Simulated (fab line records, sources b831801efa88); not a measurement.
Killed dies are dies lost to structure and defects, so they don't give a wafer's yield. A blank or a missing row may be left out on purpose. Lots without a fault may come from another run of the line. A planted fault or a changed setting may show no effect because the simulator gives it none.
Tool commonality check | flow sky130 | 12 lots, 36 wafers sampled

WHY IT WAS OPENED
At SKY_LDD_LDN_TW_MEAS_13 the reading LDD_LDN_TW is flagged on 2 of 12 lots. Wafers without a fault read 1484, standard deviation 6.6.
Rule: a lot is flagged when every wafer of it that has a number lies more than 4 standard deviations from that mean, or none has a number. The other lots count as sound.

lot  | measured     | on            | LDD_LDN_TW, wafer by wafer | flag
L502 | day 23 07:04 | film_metro-03 | 1493 1494 1493             |
L503 | day 23 21:36 | film_metro-04 | 1477 1476 1467             |
L504 | day 23 21:50 | film_metro-03 | 1491 1492 1492             |
L511 | day 26 10:14 | film_metro-01 | 1556 1560 1571             | FLAGGED
L512 | day 26 19:17 | film_metro-03 | 1560 1560 1562             | FLAGGED
L513 | day 27 01:29 | film_metro-04 | 1478 1481 1478             |
L515 | day 27 17:35 | film_metro-01 | 1497 1502 1492             |
L517 | day 28 10:35 | film_metro-01 | 1482 1478 1485             |
L520 | day 29 02:32 | film_metro-03 | 1487 1492 1488             |
L521 | day 29 13:25 | film_metro-04 | 1473 1478 1469             |
L522 | day 29 22:59 | film_metro-01 | 1489 1481 1494             |
L525 | day 30 21:17 | film_metro-01 | 1483 1487 1490             |
The numbers of the flagged lots are 1562 on average: +78 against the usual, or +12 standard deviations.

WHICH TOOL RAN EACH LOT
The record holds 2 process steps before the reading, out of a route of 708 steps. In each cell: the tool, then ch and the chambers that the sampled wafers went through, then the start.
lot  | flag    | SKY_LDD_N_STRIP_16                   | SKY_LDD_LDN_IMPLANT_10
L502 |         | plasma_asher-02 ch 0,1, day 18 04:22 | implanter-04 ch 0, day 23 06:40
L503 |         | plasma_asher-03 ch 0,1, day 18 18:03 | implanter-04 ch 0, day 23 21:14
L504 |         | plasma_asher-03 ch 0,1, day 18 18:13 | implanter-02 ch 0, day 23 21:28
L511 | FLAGGED | plasma_asher-01 ch 0,1, day 21 11:22 | implanter-02 ch 0, day 26 09:50
L512 | FLAGGED | plasma_asher-03 ch 0,1, day 21 17:32 | implanter-02 ch 0, day 26 18:53
L513 |         | plasma_asher-01 ch 1, day 22 02:13   | implanter-04 ch 0, day 27 01:06
L515 |         | plasma_asher-01 ch 0,1, day 22 19:07 | implanter-03 ch 0, day 27 17:11
L517 |         | plasma_asher-01 ch 0,1, day 23 11:47 | implanter-03 ch 0, day 28 10:11
L520 |         | plasma_asher-01 ch 0,1, day 24 05:13 | implanter-04 ch 0, day 29 02:08
L521 |         | plasma_asher-01 ch 0,1, day 24 17:13 | implanter-03 ch 0, day 29 13:01
L522 |         | plasma_asher-03 ch 0,1, day 25 02:14 | implanter-03 ch 0, day 29 22:35
L525 |         | plasma_asher-01 ch 0,1, day 26 01:41 | implanter-03 ch 0, day 30 20:53
What these steps do:
- SKY_LDD_N_STRIP_16: strips in O2/N2.
- SKY_LDD_LDN_IMPLANT_10
- SKY_LDD_LDN_TW_MEAS_13

FLAGGED OVER TOTAL, TOOL BY TOOL (the gauges that took the reading come last)
step                   | tool            | lots run | flagged | share of the flagged lots | sound lots run after its first flagged lot
SKY_LDD_N_STRIP_16     | plasma_asher-01 | 7        | 1       | some                      | 6 (L513,L515,L517,L520,L521,L525)
SKY_LDD_N_STRIP_16     | plasma_asher-02 | 1        | 0       | none                      | -
SKY_LDD_N_STRIP_16     | plasma_asher-03 | 4        | 1       | some                      | 1 (L522)
SKY_LDD_LDN_IMPLANT_10 | implanter-02    | 3        | 2       | all                       | 0
SKY_LDD_LDN_IMPLANT_10 | implanter-03    | 5        | 0       | none                      | -
SKY_LDD_LDN_IMPLANT_10 | implanter-04    | 4        | 0       | none                      | -
SKY_LDD_LDN_TW_MEAS_13 | film_metro-01   | 5        | 1       | some                      | 4 (L515,L517,L522,L525)
SKY_LDD_LDN_TW_MEAS_13 | film_metro-03   | 4        | 1       | some                      | 1 (L520)
SKY_LDD_LDN_TW_MEAS_13 | film_metro-04   | 3        | 0       | none                      | -

WHAT THE TABLE ALLOWS
1 row of the table ran every flagged lot: implanter-02 at SKY_LDD_LDN_IMPLANT_10.
- implanter-02 at SKY_LDD_LDN_IMPLANT_10: 2 of its 3 lots flagged. Its last sound lot is L504 (day 23 21:28), its first flagged lot L511 (day 26 09:50): a fault that began between those two fits. Its own readings lie more than 4 standard deviations out on every wafer of the flagged lots: dose_ions_cm2, faraday_current_uA.
One tool is left: implanter-02 at SKY_LDD_LDN_IMPLANT_10.

WHAT THE SIMULATOR HAD PUT IN
Process parameter drift: implanter-02, from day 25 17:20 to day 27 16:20, at SKY_LDD_LDN_IMPLANT_10. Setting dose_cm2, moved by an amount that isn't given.
Lots struck among those shown: L511, L512. The rule above found the same.
